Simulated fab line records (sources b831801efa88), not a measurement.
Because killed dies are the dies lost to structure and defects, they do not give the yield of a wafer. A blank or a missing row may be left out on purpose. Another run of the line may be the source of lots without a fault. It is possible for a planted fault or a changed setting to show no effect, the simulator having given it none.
Matching of chambers + flow gf180mcu + cmp-02 running GF_V1_CMP_26: 4 sister chambers
The step polishes, stops on SiO2, t overpolish 15 s, target thk 0 nm. 4 wafers are shown with their chamber, then 7 later ones without.

## EACH WAFER AND ITS CHAMBER
| wafer  | chamber | motorCurrentA (A) |
|--------|---------|-------------------|
| L140.5 | 3       | 10.9              |
| L144.1 | 1       | 10.7              |
| L150.3 | 2       | 8.8               |
| L150.4 | 0       | 10.8              |

## WAFERS WITHOUT THEIR CHAMBER
| wafer  | motorCurrentA (A) |
|--------|-------------------|
| L150.5 | 10.5              |
| L153.2 | 9.0               |
| L153.4 | 11.9              |
| L153.6 | 9.6               |
| L154.2 | 10.2              |
| L154.3 | 11.7              |
| L154.4 | 10.9              |

## THE CHAMBER EACH PASSED THROUGH
| wafer  | from the rows above               | in truth |
|--------|-----------------------------------|----------|
| L150.5 | can't be placed: 1 or 0 or 3      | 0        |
| L153.2 | 2                                 | 2        |
| L153.4 | can't be placed: 3 or 0 or 1      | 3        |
| L153.6 | can't be placed: 2 or 1 or 0 or 3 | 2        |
| L154.2 | can't be placed: 1 or 0 or 3 or 2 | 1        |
| L154.3 | can't be placed: 3 or 0 or 1      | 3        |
| L154.4 | can't be placed: 3 or 0 or 1      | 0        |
Placed correctly: 1 of 7. Can't be placed from these rows: 6 (the true chamber is among the candidates in 6). Number placed wrongly: 0.
How it was worked out, from the rows above alone: a wafer's distance from a chamber is the root of the sum, over the readings, of the square of ((its reading less the chamber's mean) divided by the reading's scatter). The wafer belongs to the nearest chamber; if the next one is less than 2 further off, it can't be placed. A chamber's mean is the mean of its shown wafers. The scatter (one wafer shown for each chamber): square how far every hidden wafer sits from the nearest shown wafer, average those squares and take the square root.
